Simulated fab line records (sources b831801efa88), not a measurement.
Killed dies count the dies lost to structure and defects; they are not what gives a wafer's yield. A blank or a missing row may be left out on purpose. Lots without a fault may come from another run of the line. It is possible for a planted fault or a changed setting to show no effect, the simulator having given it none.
Matching of chambers :: flow gf180mcu :: 4 sister chambers for GF_V3_CMP_26 on cmp-02
The step polishes, stops on SiO2, t overpolish 15 s, target thk 0 nm. 4 wafers are shown with their chamber, then 8 later ones without.

== WAFERS PAIRED WITH THEIR CHAMBERS ==
wafer: L550.5
chamber: 2
motor current A (A): 9.0

wafer: L550.6
chamber: 3
motor current A (A): 11.0

wafer: L552.2
chamber: 1
motor current A (A): 9.6

wafer: L556.1
chamber: 0
motor current A (A): 12.3

== WAFERS WITH NO CHAMBER GIVEN ==
wafer: L556.2
motor current A (A): 9.5

wafer: L556.5
motor current A (A): 12.1

wafer: L558.1
motor current A (A): 10.8

wafer: L558.2
motor current A (A): 9.5

wafer: L558.6
motor current A (A): 10.8

wafer: L560.1
motor current A (A): 12.8

wafer: L560.3
motor current A (A): 9.2

wafer: L560.5
motor current A (A): 11.6

== EACH ONE'S CHAMBER ==
wafer: L556.2
from the rows above: can't be placed: 1 or 2
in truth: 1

wafer: L556.5
from the rows above: 0
in truth: 0

wafer: L558.1
from the rows above: 3
in truth: 3

wafer: L558.2
from the rows above: can't be placed: 1 or 2
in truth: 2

wafer: L558.6
from the rows above: 3
in truth: 3

wafer: L560.1
from the rows above: 0
in truth: 0

wafer: L560.3
from the rows above: can't be placed: 2 or 1
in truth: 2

wafer: L560.5
from the rows above: can't be placed: 3 or 0
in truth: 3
Correctly placed: 4 of 8. Can't be placed from these rows: 4 (the true chamber is among the candidates in 4). Wrongly placed: 0.
How it was worked out, from the rows above alone: a wafer's distance from a chamber is the root of the sum, over the readings, of the square of ((its reading less the chamber's mean) divided by the reading's scatter). If the next closest chamber is less than 2 further off than the closest, the wafer can't be placed; otherwise it belongs to the closest. The mean given for a chamber averages the wafers shown for that chamber. The scatter: root of mean squared gap, hidden wafer to nearest shown wafer, with one shown wafer a chamber.
